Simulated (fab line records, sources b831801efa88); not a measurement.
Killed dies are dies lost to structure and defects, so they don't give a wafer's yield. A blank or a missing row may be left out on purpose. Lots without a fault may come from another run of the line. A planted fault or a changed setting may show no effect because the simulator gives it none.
Chamber matching | flow gf180mcu | GF_CONTACT_CMP_27 on cmp-01: 4 sister chambers
The step polishes, stops on SiO2, t overpolish 15 s, target thk 0 nm. 4 wafers are shown with their chamber, then 7 later ones without.

WAFERS WITH THEIR CHAMBER
wafer  | chamber | motor_current_A (A)
L284.6 | 2       | 9.9
L285.1 | 1       | 11.2
L291.3 | 0       | 10.3
L291.4 | 3       | 9.8

WAFERS WITHOUT THEIR CHAMBER
wafer  | motor_current_A (A)
L291.6 | 10.1
L293.1 | 10.4
L293.3 | 10.2
L293.5 | 11.8
L297.3 | 10.5
L297.4 | 11.2
L297.5 | 9.5

WHICH CHAMBER EACH WENT THROUGH
wafer  | from the rows above               | in truth
L291.6 | can't be placed: 2 or 0 or 3      | 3
L293.1 | can't be placed: 0 or 2 or 3      | 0
L293.3 | can't be placed: 0 or 2 or 3      | 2
L293.5 | 1                                 | 1
L297.3 | can't be placed: 0 or 2 or 1 or 3 | 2
L297.4 | 1                                 | 1
L297.5 | can't be placed: 3 or 2 or 0      | 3
Placed correctly: 2 of 7. Can't be placed from these rows: 5 (the true chamber is among the candidates in 5). Placed wrongly: 0.
How it was worked out, from the rows above alone: a wafer's distance from a chamber is the root of the sum, over the readings, of the square of ((its reading less the chamber's mean) divided by the reading's scatter). The wafer belongs to the nearest chamber; if the next one is less than 2 further off, it can't be placed. A chamber's mean is the mean of its shown wafers. The scatter: with one shown wafer a chamber, the root of the mean of the squares of how far each hidden wafer lies from its nearest shown one.
